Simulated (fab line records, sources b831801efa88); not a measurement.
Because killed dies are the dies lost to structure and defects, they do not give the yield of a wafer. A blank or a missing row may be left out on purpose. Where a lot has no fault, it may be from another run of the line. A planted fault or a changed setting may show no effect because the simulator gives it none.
The tool behind it: which one? | flow sky130 | 12 lots, 36 wafers sampled, at 6 steps of a route of 708

WHAT THE GAUGES SHOWED, per wafer
SKY_LDD_N_OVL_MEAS_07. Usual: LDD_N_OVL typically reads 0.4 nm, with standard deviation 1.5.
lot  | measured     | on         | LDD_N_OVL (nm) | flag
L994 | day 17 03:23 | overlay-01 | 0.8 0.3 -0.1   | 
L995 | day 17 10:32 | overlay-02 | 0.9 -0.7 0.3   | 
L997 | day 19 00:32 | overlay-01 | 0.9 -0.6 -1.0  | 
L998 | day 19 08:47 | overlay-02 | 1.9 2.5 2.0    | 
L101 | day 20 14:33 | overlay-02 | -0.2 0.3 1.7   | 
L102 | day 20 17:08 | overlay-02 | -0.2 -0.5 -0.3 | 
L104 | day 21 17:05 | overlay-01 | 0.1 -0.9 -1.0  | 
L105 | day 21 22:11 | overlay-02 | -1.5 -2.4 -2.0 | 
L113 | day 25 02:01 | overlay-01 | -1.0 -0.2 1.0  | 
L115 | day 25 09:56 | overlay-01 | -0.5 -0.3 1.0  | 
L116 | day 25 22:30 | overlay-02 | 2.6 0.4 2.9    | 
L117 | day 26 12:34 | overlay-01 | 1.2 1.5 0.6    | 

SKY_LDD_P_CD_MEAS_07 targets a cd of 380 nm. Usual: cdNm reads 380.1 nm (standard deviation 2.5).
lot  | measured     | on       | cdNm (nm)         | flag
L994 | day 18 10:28 | cdSem-01 | 382.7 382.6 381.5 | 
L995 | day 18 17:40 | cdSem-01 | 374.6 376.0 376.7 | 
L997 | day 20 08:47 | cdSem-01 | 377.4 378.3 377.3 | 
L998 | day 20 16:53 | cdSem-01 | 381.8 380.6 382.7 | 
L101 | day 21 21:53 | cdSem-01 | 381.3 383.2 380.6 | 
L102 | day 22 00:41 | cdSem-01 | 382.9 382.3 380.1 | 
L104 | day 23 00:11 | cdSem-01 | 381.3 378.6 380.4 | 
L105 | day 23 05:34 | cdSem-02 | 375.9 376.0 375.8 | 
L113 | day 26 08:30 | cdSem-02 | 382.0 381.3 381.8 | 
L115 | day 26 16:14 | cdSem-02 | 383.1 382.2 382.0 | 
L116 | day 27 04:06 | cdSem-01 | 377.9 378.5 379.5 | 
L117 | day 27 18:30 | cdSem-02 | 381.6 381.7 380.5 | 

SKY_RES_XHIGH_TW_MEAS_09. Usual: RES_XHIGH_TW typically reads 1656, with standard deviation 16.
lot  | measured     | on           | RES_XHIGH_TW   | flag
L994 | day 26 04:24 | filmMetro-02 | 1659 1670 1665 | 
L995 | day 26 10:04 | filmMetro-03 | 1658 1664 1674 | 
L997 | day 27 22:18 | filmMetro-01 | 1635 1635 1626 | 
L998 | day 28 07:45 | filmMetro-03 | 1670 1667 1661 | 
L101 | day 29 10:23 | filmMetro-02 | 1686 1681 1681 | 
L102 | day 29 13:24 | filmMetro-03 | 1661 1657 1670 | 
L104 | day 30 07:12 | filmMetro-02 | 1669 1675 1667 | 
L105 | day 30 14:06 | filmMetro-02 | 1669 1673 1673 | 
L113 | day 34 07:52 | filmMetro-03 | 1065 1069 1064 | OFF
L115 | day 34 10:11 | filmMetro-03 | 1057 1064 1067 | OFF
L116 | day 34 10:42 | filmMetro-01 | 1632 1637 1639 | 
L117 | day 34 15:08 | filmMetro-01 | 1635 1638 1638 | 

SKY_SD_N_RS_MEAS_18: the measuring method here is four-point-probe. Usual: RES_XHIGH_RS typically reads 332.8 ohm/sq, with standard deviation 1.2.
lot  | measured     | on           | RES_XHIGH_RS (ohm/sq) | flag
L994 | day 27 09:28 | filmMetro-03 | 333.7 332.2 331.7     | 
L995 | day 27 15:41 | filmMetro-03 | 332.6 332.2 331.6     | 
L997 | day 29 03:18 | filmMetro-02 | 330.1 331.8 330.8     | 
L998 | day 29 12:50 | filmMetro-02 | 334.4 333.7 333.2     | 
L101 | day 30 14:28 | filmMetro-03 | 333.2 331.8 333.0     | 
L102 | day 30 17:22 | filmMetro-01 | 333.8 335.1 334.8     | 
L104 | day 31 08:11 | filmMetro-02 | 331.8 332.2 332.1     | 
L105 | day 31 14:33 | filmMetro-03 | 333.5 333.6 332.7     | 
L113 | day 35 09:43 | filmMetro-03 | 1032.2 1028.3 1035.5  | OFF
L115 | day 35 12:49 | filmMetro-02 | 1049.3 1041.9 1028.4  | OFF
L116 | day 35 14:20 | filmMetro-03 | 334.5 334.2 334.2     | 
L117 | day 35 17:29 | filmMetro-02 | 330.7 331.1 330.8     | 

TOOL THAT RAN EACH LOT (tool first, then ch and the chambers of the sampled wafers, then the start)
lot  | SKY_LDD_HVP_STRIP_09                | SKY_RES_XHIGH_IMPLANT_07
L994 | plasmaAsher-02 ch 0,1, day 21 00:44 | implanter-03 ch 0, day 26 04:09
L995 | plasmaAsher-04 ch 0,1, day 21 07:17 | implanter-04 ch 0, day 26 09:49
L997 | plasmaAsher-02 ch 0, day 22 22:11   | implanter-03 ch 0, day 27 22:04
L998 | plasmaAsher-02 ch 0,1, day 23 06:26 | implanter-03 ch 0, day 28 07:30
L101 | plasmaAsher-03 ch 0,1, day 24 11:08 | implanter-03 ch 0, day 29 10:08
L102 | plasmaAsher-04 ch 0,1, day 24 13:25 | implanter-03 ch 0, day 29 13:09
L104 | plasmaAsher-02 ch 0,1, day 25 12:07 | implanter-02 ch 0, day 30 06:57
L105 | plasmaAsher-02 ch 0,1, day 25 18:20 | implanter-04 ch 0, day 30 13:52
L113 | plasmaAsher-03 ch 0,1, day 28 18:13 | implanter-03 ch 0, day 34 07:40
L115 | plasmaAsher-03 ch 0,1, day 29 01:46 | implanter-03 ch 0, day 34 09:56
L116 | plasmaAsher-04 ch 0,1, day 29 13:18 | implanter-04 ch 0, day 34 10:28
L117 | plasmaAsher-04 ch 0,1, day 30 03:37 | implanter-02 ch 0, day 34 14:55
- SKY_LDD_HVP_STRIP_09: strips in O2/N2.
- SKY_RES_XHIGH_IMPLANT_07

WHAT THE TOOLS THEMSELVES READ (means of the sampled wafers that have a number; where no wafer has one, the mark that the record gives instead)
SKY_LDD_HVP_STRIP_09. Usual: drypumpMotorCurrentA 5.8 A, standard deviation 0.44; oesProductAu 0.408 a.u., standard deviation 0.0046; stripTimeToEndpointS 4.134 s, standard deviation 0.014.
lot  | tool           | drypumpMotorCurrentA (A) | oesProductAu (a.u.) | stripTimeToEndpointS (s) | flag
L994 | plasmaAsher-02 | 5.9                      | 0.406               | 4.129                    | 
L995 | plasmaAsher-04 | 6.0                      | 0.404               | 4.145                    | 
L997 | plasmaAsher-02 | 6.1                      | 0.406               | 4.132                    | 
L998 | plasmaAsher-02 | 5.9                      | 0.409               | 4.122                    | 
L101 | plasmaAsher-03 | 5.7                      | 0.411               | 4.124                    | 
L102 | plasmaAsher-04 | 6.0                      | 0.407               | 4.121                    | 
L104 | plasmaAsher-02 | 5.9                      | 0.411               | 4.161                    | 
L105 | plasmaAsher-02 | 5.8                      | 0.413               | 4.138                    | 
L113 | plasmaAsher-03 | 5.7                      | 0.403               | 4.139                    | 
L115 | plasmaAsher-03 | 5.7                      | 0.410               | 4.144                    | 
L116 | plasmaAsher-04 | 6.0                      | 0.405               | 4.125                    | 
L117 | plasmaAsher-04 | 6.0                      | 0.407               | 4.140                    | 

SKY_RES_XHIGH_IMPLANT_07. Usual: beamOnS 43 s, standard deviation 6.7; doseIonsCm2 3.6e+14, standard deviation 4.4e+11.
lot  | tool         | beamOnS (s) | doseIonsCm2 | flag
L994 | implanter-03 | 35          | 3.6e+14     | 
L995 | implanter-04 | 51          | 3.6e+14     | 
L997 | implanter-03 | 35          | 3.6e+14     | 
L998 | implanter-03 | 34          | 3.6e+14     | 
L101 | implanter-03 | 35          | 3.6e+14     | 
L102 | implanter-03 | 34          | 3.6e+14     | 
L104 | implanter-02 | 45          | 3.6e+14     | 
L105 | implanter-04 | 50          | 3.6e+14     | 
L113 | implanter-03 | 10          | 8.6e+13     | OFF
L115 | implanter-03 | 10          | 8.6e+13     | OFF
L116 | implanter-04 | 49          | 3.6e+14     | 
L117 | implanter-02 | 45          | 3.6e+14     | 

THE ANSWER, worked out from the rows above alone
Rule: a lot is off if the mean of its wafers that have a number lies more than 3 standard deviations from the usual mean. Also off: a lot with no number at a reading for which 4 or more lots have one. Where the step has rows for the other lots, those lots are counted as sound. Order of review: gauges by route order, followed by the tools' own readings, for which a lot's mean as printed above is used. At the first step where some lot is off, the reading lying furthest off is the one used; lots without a number count as furthest.
Off: L113, L115, seen at SKY_RES_XHIGH_TW_MEAS_09 (RES_XHIGH_TW).
A tool fits if, at a process step before that reading, it ran every lot that is off, and no sound lot after the first of them. The gauges at SKY_RES_XHIGH_TW_MEAS_09 aren't tried: what is off there is off at SKY_RES_XHIGH_IMPLANT_07 too, on other tools, and a gauge's error can't cause that. Can't be told from this: 2 tools fit, plasmaAsher-03 at SKY_LDD_HVP_STRIP_09, implanter-03 at SKY_RES_XHIGH_IMPLANT_07.

WHAT WAS PUT IN BY THE SIMULATOR
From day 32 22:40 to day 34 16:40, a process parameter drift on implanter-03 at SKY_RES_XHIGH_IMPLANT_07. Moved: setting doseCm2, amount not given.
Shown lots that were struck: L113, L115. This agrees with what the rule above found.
